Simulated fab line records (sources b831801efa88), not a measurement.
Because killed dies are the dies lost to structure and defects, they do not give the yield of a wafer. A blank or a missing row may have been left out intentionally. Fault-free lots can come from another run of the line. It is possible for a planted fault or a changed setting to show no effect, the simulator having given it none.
A single fault, viewed from 2 desks -- flow gf180mcu -- numbers are kept per desk, each desk with only its own; the story behind them comes last

## THE METROLOGY DESK
What the gauges read, lot by lot, whatever tool the lot ran on: means of the sampled wafers that have a number. The brackets show how far a lot's mean lies from the usual mean; more than 4 standard deviations puts the lot out of limits, marked OUT.
Columns: A = LVPWELL_RS at GF_VT_IMPLANT_RS_MEAS_48, usual 1199 ohm/sq; B = cd nm at GF_POLY_GATE_CD_MEAS_10, usual 280.1 nm; C = cd nm at GF_HV_LDD_CD_MEAS_07, usual 398.5 nm
lot,first seen here,A,B,C
L499,day 7 22:38,1195,279.9,401.3
L500,day 8 01:56,1204,280.4,394.7
L501,day 8 09:34,1201,279.5,398.8
L502,day 8 15:35,1195,280.8,398.4
L503,day 8 22:05,1206,279.6,398.2
L504,day 9 05:33,1195,279.9,399.5
L506,day 10 03:30,1202,282.1,396.5
L507,day 10 10:47,1201,279.0,398.7
L508,day 10 12:59,1198,280.0,398.3
L510,day 11 00:56,1201,280.9,399.2
L517,day 12 21:57,1198,278.8,401.2
L518,day 13 00:51,1205,279.1,396.5
L519,day 13 08:20,1194,278.9,398.3
L521,day 13 21:52,1200,280.4,399.8
Result from this desk: across the 14 lots, nothing is out of limits.

## TOOL OWNER'S DESK, rie si-02
The tool's own readings at GF_POLY_GATE_ETCH_13 (etches poly-Si in HBr/Cl2, stops on SiO2, target depth 198.5 nm, time 69.6 s): means of the sampled wafers that have a number, for each lot that ran on this tool. The brackets show how far a lot's mean lies from the usual mean; more than 4 standard deviations puts the lot out of limits, marked OUT.
Columns: A = drypump motor current A at GF_POLY_GATE_ETCH_13, usual 5.7 A; B = he backside leak sccm at GF_POLY_GATE_ETCH_13, usual 2.64 sccm; C = oes product au at GF_POLY_GATE_ETCH_13, usual 0.990 a.u.; D = rf fwd power W at GF_POLY_GATE_ETCH_13, usual 397.0 W; E = throttle valve pct at GF_POLY_GATE_ETCH_13, usual 33.684 %
lot,first seen here,A,B,C,D,E
L499,day 9 14:54,5.2,2.48,0.996,394.9,33.681
L500,day 9 19:45,6.0,2.69,0.997,397.2,33.688
L501,day 10 00:48,5.4,2.50,0.984,396.1,33.695
L503,day 10 17:18,5.1,2.56,0.997,396.8,33.687
L504,day 11 01:36,5.5,2.48,0.986,397.6,33.678
L508,day 12 10:35,5.4,2.70,0.983,397.3,33.676
L510,day 12 20:00,4.9,2.50,0.993,395.8,33.683
L518,day 15 04:39,5.2,2.52,0.942 (-6.0) OUT,332.6 (-40) OUT,33.697
L519,day 15 12:42,6.2,2.67,0.924 (-8.2) OUT,333.5 (-40) OUT,33.685
This desk's finding: out of limits on L518, L519; first on L518, day 15 04:39 (oes product au at GF_POLY_GATE_ETCH_13). Within limits: L499, L500, L501, L503, L504, L508, L510.

## BROUGHT TOGETHER
The tool owner's desk could have raised an alarm at day 15 04:39, on L518, L519.
At the metrology desk, nothing out of limits was observed.
The metrology desk has L518, L519 on record, within its limits.
Of the lots named, all ran GF_POLY_GATE_ETCH_13 on rie si-02.

## WHAT WAS PUT IN BY THE SIMULATOR
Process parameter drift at GF_POLY_GATE_ETCH_13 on rie si-02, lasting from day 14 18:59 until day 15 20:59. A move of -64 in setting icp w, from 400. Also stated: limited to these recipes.
Lots struck among those shown: L518, L519.
Hours from the fault's start to each desk's first reading out of limits: the tool owner's desk, 10.
